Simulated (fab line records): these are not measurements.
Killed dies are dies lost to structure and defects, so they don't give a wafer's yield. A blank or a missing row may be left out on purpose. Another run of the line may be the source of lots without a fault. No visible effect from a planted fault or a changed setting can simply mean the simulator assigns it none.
fab line records ; flow gf180mcu
record: lots: 12; wafers: 36; last-day: 34
route steps=602 shown STI@1 MVSD@76 DUAL_GATE@143 V1@336
lots with no fault: from the same line, run without faults
start-h: start of the lot's first displayed wafer, in hours after the record's first day ; wait-h: hours from the lot's prior step to this one ; " unchanged from the row above ; L1.1+2: a row that stands for several wafers ; - no value present, or no start provided ; * or withheld: withheld ; < > ~ a bound
route shown NAME@n: NAME is a module with steps in the file, n the number in the route of the first one ; usual: the fault-free wafers' mean and standard deviation ; same: alike in all rows ; chamber/n: place in a boat ; sites: each site's reading ; _std_site: standard deviation across them ; _edge_site: the outer-site mean with the inner-site mean subtracted ; radius-mm: how far each site lies from the wafer's centre ; mask NAME#n: copy n ; behind: the last tool/chamber to shape the wafer ; hold: why the lot was held/for how many hours/how that ended ; device: transistor that didn't switch, given as n, p or np ; end of line: tests of these same wafers at the route's end ; a step without rows: its recipe alone ; killed: dies that structure and defects cost at the first sort, which is not the same as the wafer's yield ; map: the dies of a wafer, with x for killed, . for not killed, _ for no die there
set.NAME: setting as actually run; set.NAME@STEP: the setting as run at that earlier step ; model.NAME: the simulator's own value behind a step, which no gauge read
steps of the route over a sample of lots; a table a step, a row a wafer
services: the hour from which a tool's chamber was out of use, counted from the record's first day as start-h (under 0 if before that day), plus the number of hours and why
== steps ==
step: GF_STI_BOW_MEAS_00
recipe: mode: bow
usual: INCOMING_BOW: 1/6.7
lot.wafer;tool;chamber;start-h;wait-h;INCOMING_BOW[um]
L329.1;film-metro-03;-;10.00;-;-10
L329.3;film-metro-03;-;10.00;-;-7
L329.4;film-metro-03;-;10.00;-;13
L330.2;film-metro-01;-;15.02;-;-19
L330.3;film-metro-01;-;15.02;-;9
L330.4;film-metro-01;-;15.02;-;0
L332.2;film-metro-02;-;25.02;-;5
L332.3;film-metro-02;-;25.02;-;2
L332.5;film-metro-02;-;25.02;-;-7
L333.1;film-metro-01;-;30.00;-;-7
L333.4;film-metro-01;-;30.00;-;-3
L333.6;film-metro-01;-;30.00;-;4
L336.1;film-metro-01;-;45.00;-;2
L336.2;film-metro-01;-;45.00;-;-3
L336.3;film-metro-01;-;45.00;-;6
L337.1;film-metro-03;-;50.00;-;-11
L337.3;film-metro-03;-;50.00;-;4
L337.5;film-metro-03;-;50.00;-;-8
L340.3;film-metro-02;-;65.04;-;0
L340.4;film-metro-02;-;65.04;-;2
L340.6;film-metro-02;-;65.04;-;8
L341.2;film-metro-01;-;70.02;-;-4
L341.3;film-metro-01;-;70.02;-;4
L341.6;film-metro-01;-;70.02;-;-3
L343.4;film-metro-02;-;80.06;-;-3
L343.5;film-metro-02;-;80.06;-;2
L343.6;film-metro-02;-;80.06;-;-1
L344.3;film-metro-02;-;85.04;-;14
L344.4;film-metro-02;-;85.04;-;-5
L344.5;film-metro-02;-;85.04;-;-5
L346.2;film-metro-02;-;95.02;-;-11
L346.4;film-metro-02;-;95.02;-;4
L346.5;film-metro-02;-;95.02;-;-1
L352.2;film-metro-02;-;125.02;-;-3
L352.3;film-metro-02;-;125.02;-;9
L352.4;film-metro-02;-;125.02;-;2
step: GF_MVSD_STRIP_10
recipe: chemistry: O2/N2; power-w: 1400; pressure-mtorr: 1500; platen-temp-c: 250; o2-flow-sccm: 3000; n2-flow-sccm: 300; overash-fraction: 0.5
usual: chamber-pressure-mTorr: 1500.1/1.4; drypump-motor-current-A: 5.7/0.35; heater-power-w: 337/33; oes-product-au: 0.722/0.0045; platen-temp-c: 250.01/0.17; strip-time-to-endpoint-s: 36.99/0.11
lot.wafer;tool;chamber;start-h;wait-h;chamber-pressure-mTorr;drypump-motor-current-A;heater-power-w;oes-product-au;platen-temp-c;rf-hours-counter-h;strip-time-to-endpoint-s
L329.1;plasma-asher-04;0;84.15;0.1;1497.9;5.7;356;0.718;249.99;28;37.10
L329.3;plasma-asher-04;0;84.15;0.1;1500.8;5.7;350;0.730;249.80;-;37.02
L329.4;plasma-asher-04;1;84.15;0.1;1502.7;5.2;320;0.716;250.17;-;37.13
L330.2;plasma-asher-03;1;89.70;0.1;1498.6;5.6;361;0.726;250.20;41;36.86
L330.3;plasma-asher-03;0;89.70;0.1;1500.9;5.6;385;0.724;249.84;-;36.99
L330.4;plasma-asher-03;1;89.70;0.1;1499.7;5.6;358;0.725;250.04;-;36.90
L332.2;plasma-asher-04;0;100.11;0.1;1499.5;5.8;362;0.718;249.78;29;36.98
L332.3;plasma-asher-04;0;100.11;0.1;1501.9;5.7;362;0.720;249.84;-;36.97
L332.5;plasma-asher-04;1;100.11;0.1;1502.8;5.2;332;0.725;249.96;-;37.02
L333.1;plasma-asher-01;1;110.25;0.1;1500.3;6.3;363;0.719;250.30;47;37.01
L333.4;plasma-asher-01;1;110.25;0.1;1499.4;6.3;353;0.725;249.92;-;37.00
L333.6;plasma-asher-01;0;110.25;0.1;1498.6;5.5;282;0.727;250.16;-;37.01
L336.1;plasma-asher-03;1;128.61;0.1;1500.9;5.6;357;0.724;250.03;45;37.05
L336.2;plasma-asher-03;0;128.61;0.1;1499.4;5.7;389;0.715;249.96;45;37.04
L336.3;plasma-asher-03;1;128.61;0.1;1501.9;5.6;366;0.721;249.55;-;37.11
L337.1;plasma-asher-04;1;131.86;0.1;1499.5;5.2;319;0.721;249.81;33;37.03
L337.3;plasma-asher-04;0;131.86;0.1;1501.0;5.7;349;0.722;250.08;-;37.18
L337.5;plasma-asher-04;0;131.86;0.1;1499.8;5.7;358;0.723;250.29;-;37.05
L340.3;plasma-asher-04;1;148.29;0.1;1500.3;5.2;324;0.723;249.95;-;37.08
L340.4;plasma-asher-04;0;148.29;0.1;1499.7;5.7;366;0.725;250.13;-;37.06
L340.6;plasma-asher-04;1;148.29;0.1;1499.9;5.2;331;0.723;250.23;-;36.95
L341.2;plasma-asher-04;1;153.90;0.1;1499.9;5.2;325;0.724;250.09;35;36.95
L341.3;plasma-asher-04;1;153.90;0.1;1501.3;5.2;329;0.714;250.03;-;36.87
L341.6;plasma-asher-04;0;153.90;0.1;1500.6;5.7;349;0.718;250.23;-;36.95
L343.4;plasma-asher-01;0;166.68;0.1;1499.5;5.5;270;0.727;249.76;-;36.90
L343.5;plasma-asher-01;1;166.68;0.1;1500.8;6.3;357;0.721;250.29;-;36.87
L343.6;plasma-asher-01;0;166.68;0.1;1499.3;5.5;271;0.721;249.94;-;36.90
L344.3;plasma-asher-01;1;171.03;0.1;1499.2;6.3;352;0.729;250.03;-;36.63
L344.4;plasma-asher-01;0;171.03;0.1;1499.5;5.5;278;0.722;249.94;-;36.73
L344.5;plasma-asher-01;0;171.03;0.1;1501.9;5.5;274;0.722;249.90;-;36.83
L346.2;plasma-asher-03;1;182.50;0.1;1500.8;5.6;367;0.720;249.94;51;37.15
L346.4;plasma-asher-03;0;182.50;0.1;1500.7;5.7;378;0.720;249.82;-;37.03
L346.5;plasma-asher-03;0;182.50;0.1;1501.1;5.7;386;0.729;250.06;-;37.06
L352.2;plasma-asher-04;1;215.65;0.1;1500.1;5.2;324;0.722;250.09;41;37.16
L352.3;plasma-asher-04;0;215.65;0.1;1498.8;5.7;362;0.717;250.11;-;36.91
L352.4;plasma-asher-04;1;215.65;0.1;1498.4;5.2;323;0.720;249.94;-;37.20
step: GF_DUAL_GATE_OXIDATION_02
recipe: temp-c: 900; ambient: O2; stabilise-s: 600; purge-s: 300; target-thk-a: 108.87; ox-time-s: 1602
usual: spike-tc-bottom-C: 918.7/1.2; spike-tc-centre-C: 899.8/1.2; spike-tc-lower-C: 901.0/1.1; spike-tc-top-C: 910.4/1.5; spike-tc-upper-C: 900.3/0.94; tube-center-temp-C: 900/0.08; tube_center_temp_C_max: 902.4/0.39; zone-power-upper-pct: 17.1/0.59
same: ox-time-s: 1602
lot.wafer;tool;chamber;start-h;wait-h;spike-tc-bottom-C;spike-tc-centre-C;spike-tc-lower-C;spike-tc-top-C;spike-tc-upper-C;tube-center-temp-C;tube_center_temp_C_max;zone-power-upper-pct
L329.1;furnace-01;0;161.88;0.0;918.3;900.2;899.9;908.4;900.1;900.04;902.7;17.7
L329.3;furnace-01;0;161.88;0.0;917.0;900.2;900.5;910.8;901.0;900.14;902.6;17.6
L329.4;furnace-01;0;161.88;0.0;920.1;900.3;903.0;909.1;900.7;900.01;902.4;17.5
L330.2;furnace-02;0;168.88;0.0;919.5;899.6;902.8;910.8;900.2;899.97;902.2;16.4
L330.3;furnace-02;0;168.88;0.0;918.4;897.8;901.8;913.1;899.6;899.97;902.7;16.7
L330.4;furnace-02;0;168.88;0.0;918.9;898.3;899.8;911.5;901.2;899.92;901.5;16.7
L332.2;furnace-01;0;181.85;1.2;918.8;901.7;900.1;910.0;900.4;899.98;902.0;18.0
L332.3;furnace-01;0;181.85;1.2;918.0;901.7;902.9;908.3;898.8;900.34;902.5;17.9
L332.5;furnace-01;0;181.85;1.2;917.8;900.4;899.5;909.0;900.1;899.95;902.1;17.9
L333.1;furnace-02;0;190.89;0.0;918.4;899.0;899.8;912.0;899.8;899.78;902.1;16.4
L333.4;furnace-02;0;190.89;0.0;919.4;899.6;899.8;912.6;900.1;900.02;902.2;16.4
L333.6;furnace-02;0;190.89;0.0;920.6;897.9;901.2;911.3;900.9;899.84;903.1;16.8
L336.1;furnace-01;0;213.19;0.0;916.7;899.8;899.5;907.5;900.5;899.95;903.2;17.8
L336.2;furnace-01;0;213.19;0.0;918.1;901.1;901.7;909.7;902.6;899.92;902.7;17.7
L336.3;furnace-01;0;213.19;0.0;919.0;900.0;901.6;909.3;899.3;900.1;902.0;17.9
L337.1;furnace-01;0;217.42;1.1;917.8;900.0;902.0;909.6;899.4;899.99;902.0;17.8
L337.3;furnace-01;0;217.42;1.1;917.6;900.9;902.3;911.1;900.7;900.09;902.0;17.7
L337.5;furnace-01;0;217.42;1.1;917.6;899.4;902.0;911.4;899.9;899.92;902.1;17.9
L340.3;furnace-01;0;236.41;1.2;917.4;900.8;902.1;907.4;901.4;899.87;902.8;17.7
L340.4;furnace-01;0;236.41;1.2;919.4;899.3;901.8;908.3;899.4;899.95;902.3;18.0
L340.6;furnace-01;0;236.41;1.2;914.9;899.3;900.5;909.9;898.3;900.03;902.3;17.4
L341.2;furnace-02;0;243.05;0.0;919.8;900.7;901.7;911.1;900.2;900.08;902.7;16.9
L341.3;furnace-02;0;243.05;0.0;919.5;898.9;899.5;911.0;901.3;899.98;902.4;16.7
L341.6;furnace-02;0;243.05;0.0;919.0;899.7;900.7;909.1;900.1;899.95;902.2;16.4
L343.4;furnace-02;0;255.28;0.0;919.4;899.5;901.2;910.7;899.0;900.03;902.2;16.7
L343.5;furnace-02;0;255.28;0.0;919.8;899.5;901.3;911.4;901.1;900.04;902.4;16.8
L343.6;furnace-02;0;255.28;0.0;918.6;897.5;900.3;911.9;900.7;900.03;901.8;17.0
L344.3;furnace-01;0;262.47;0.0;944.6;928.6;928.0;934.1;929.0;926.98;929.7;19.0
L344.4;furnace-01;0;262.47;0.0;947.5;927.5;928.1;936.0;928.1;926.99;929.6;19.2
L344.5;furnace-01;0;262.47;0.0;944.7;928.0;928.2;935.9;926.9;927.05;929.1;19.3
L346.2;furnace-01;0;274.63;0.0;946.7;928.5;928.1;935.2;926.6;927;929.7;18.9
L346.4;furnace-01;0;274.63;0.0;945.8;928.2;928.1;933.5;927.3;926.86;930.0;19.3
L346.5;furnace-01;0;274.63;0.0;945.0;927.1;928.6;936.3;927.2;926.97;928.9;18.8
L352.2;furnace-02;0;316.17;0.9;921.4;900.6;900.8;913.0;900.4;900.09;902.3;16.9
L352.3;furnace-02;0;316.17;0.9;921.1;901.7;901.5;911.3;899.8;899.9;901.7;16.8
L352.4;furnace-02;0;316.17;0.9;918.2;899.0;901.6;912.4;898.7;900.03;901.6;16.4
step: GF_DUAL_GATE_THK_MEAS_03
recipe: reads: SiO2_of_DUAL_GATE_OXIDATION_02
usual: DUAL_GATE_OXIDATION_00_THK: 10.98/0.21
lot.wafer;tool;chamber;start-h;wait-h;DUAL_GATE_OXIDATION_00_THK[nm]
L329.1;film-metro-02;-;163.32;0.0;10.67
L329.3;film-metro-02;-;163.32;0.0;10.80
L329.4;film-metro-02;-;163.32;0.0;10.89
L330.2;film-metro-03;-;170.34;0.0;10.87
L330.3;film-metro-03;-;170.34;0.0;11.07
L330.4;film-metro-03;-;170.34;0.0;11.04
L332.2;film-metro-02;-;183.31;0.0;10.84
L332.3;film-metro-02;-;183.31;0.0;10.92
L332.5;film-metro-02;-;183.31;0.0;11.00
L333.1;film-metro-03;-;192.34;0.0;11.15
L333.4;film-metro-03;-;192.34;0.0;11.17
L333.6;film-metro-03;-;192.34;0.0;11.12
L336.1;film-metro-01;-;214.63;0.0;10.92
L336.2;film-metro-01;-;214.63;0.0;10.93
L336.3;film-metro-01;-;214.63;0.0;10.81
L337.1;film-metro-01;-;218.87;0.0;10.92
L337.3;film-metro-01;-;218.87;0.0;10.69
L337.5;film-metro-01;-;218.87;0.0;10.89
L340.3;film-metro-02;-;237.88;0.0;11.05
L340.4;film-metro-02;-;237.88;0.0;11.11
L340.6;film-metro-02;-;237.88;0.0;10.95
L341.2;film-metro-02;-;244.50;0.0;11.06
L341.3;film-metro-02;-;244.50;0.0;10.97
L341.6;film-metro-02;-;244.50;0.0;11.01
L343.4;film-metro-03;-;256.76;0.0;10.91
L343.5;film-metro-03;-;256.76;0.0;11.00
L343.6;film-metro-03;-;256.76;0.0;10.80
L344.3;film-metro-01;-;263.94;0.0;14.10
L344.4;film-metro-01;-;263.94;0.0;14.16
L344.5;film-metro-01;-;263.94;0.0;14.02
L346.2;film-metro-03;-;276.08;0.0;14.44
L346.4;film-metro-03;-;276.08;0.0;14.56
L346.5;film-metro-03;-;276.08;0.0;14.54
L352.2;film-metro-01;-;317.63;0.0;10.81
L352.3;film-metro-01;-;317.63;0.0;10.96
L352.4;film-metro-01;-;317.63;0.0;10.78
step: GF_V1_THK_MEAS_01
recipe: reads: SiO2_of_V1_CVD_00
usual: V1_CVD_00_THK: 600/7.7
lot.wafer;tool;chamber;start-h;wait-h;V1_CVD_00_THK[nm]
L329.1;film-metro-02;-;391.97;0.0;599
L329.3;film-metro-02;-;391.97;0.0;592
L329.4;film-metro-02;-;391.97;0.0;591
L330.2;film-metro-03;-;401.94;0.0;585
L330.3;film-metro-03;-;401.94;0.0;595
L330.4;film-metro-03;-;401.94;0.0;590
L332.2;film-metro-01;-;426.09;0.0;605
L332.3;film-metro-01;-;426.09;0.0;609
L332.5;film-metro-01;-;426.09;0.0;601
L333.1;film-metro-02;-;431.05;0.0;599
L333.4;film-metro-02;-;431.05;0.0;594
L333.6;film-metro-02;-;431.05;0.0;600
L336.1;film-metro-02;-;464.91;0.0;615
L336.2;film-metro-02;-;464.91;0.0;605
L336.3;film-metro-02;-;464.91;0.0;616
L337.1;film-metro-02;-;469.02;0.0;583
L337.3;film-metro-02;-;469.02;0.0;591
L337.5;film-metro-02;-;469.02;0.0;593
L340.3;film-metro-02;-;494.52;0.1;591
L340.4;film-metro-02;-;494.52;0.1;597
L340.6;film-metro-02;-;494.52;0.1;600
L341.2;film-metro-02;-;500.95;0.0;599
L341.3;film-metro-02;-;500.95;0.0;605
L341.6;film-metro-02;-;500.95;0.0;606
L343.4;film-metro-01;-;519.86;0.0;606
L343.5;film-metro-01;-;519.86;0.0;590
L343.6;film-metro-01;-;519.86;0.0;603
L344.3;film-metro-03;-;526.17;0.1;597
L344.4;film-metro-03;-;526.17;0.1;600
L344.5;film-metro-03;-;526.17;0.1;605
L346.2;film-metro-03;-;540.54;0.0;592
L346.4;film-metro-03;-;540.54;0.0;592
L346.5;film-metro-03;-;540.54;0.0;599
L352.2;film-metro-02;-;585.24;0.0;609
L352.3;film-metro-02;-;585.24;0.0;594
L352.4;film-metro-02;-;585.24;0.0;597
== services ==
tool;chamber;start-h;hours;kind
plasma-asher-04;-;123.74;0.7;repair
furnace-02;-;215.77;3.8;pm
furnace-01;-;219.99;2.9;pm
furnace-01;-;222.93;3.9;pm
plasma-asher-03;-;283.32;1.3;repair
plasma-asher-03;-;289.55;2.9;repair
plasma-asher-04;-;301.93;12.0;repair
== key ==
first-sign: step: GF_DUAL_GATE_OXIDATION_02; reading: tube-center-temp-C; direction: up; sigmas: 99+; usual: *; struck: *
effect: step: GF_DUAL_GATE_OXIDATION_02; reading: tube_center_temp_C_max; direction: up; sigmas: 69; usual: *; struck: *
effect: step: GF_DUAL_GATE_THK_MEAS_03; reading: DUAL_GATE_OXIDATION_00_THK; direction: up; sigmas: 16; usual: 10.98; struck: 14.30
met-at GF_DUAL_GATE_OXIDATION_02
struck-lots L344,L346
tester-left-out L344,L346
not-acting-at GF_STI_BOW_MEAS_00,GF_MVSD_STRIP_10,GF_V1_THK_MEAS_01
onset-between 236.41 262.47
fault: kind: process-parameter-drift; tool: furnace-01; chamber: -; onset-h: 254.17; steps: GF_DUAL_GATE_OXIDATION_02; channel: temp-c; offset: *; shape: step; end-h: 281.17; acts-in: *; stated: *
tester-left-out: of these lots the tester's yield and bins aren't shown, on N5 and GAA mostly nor the transistor test; their killed dies are dies lost to structure and defects alone, not to doping, threshold or leakage, so they don't give the yield
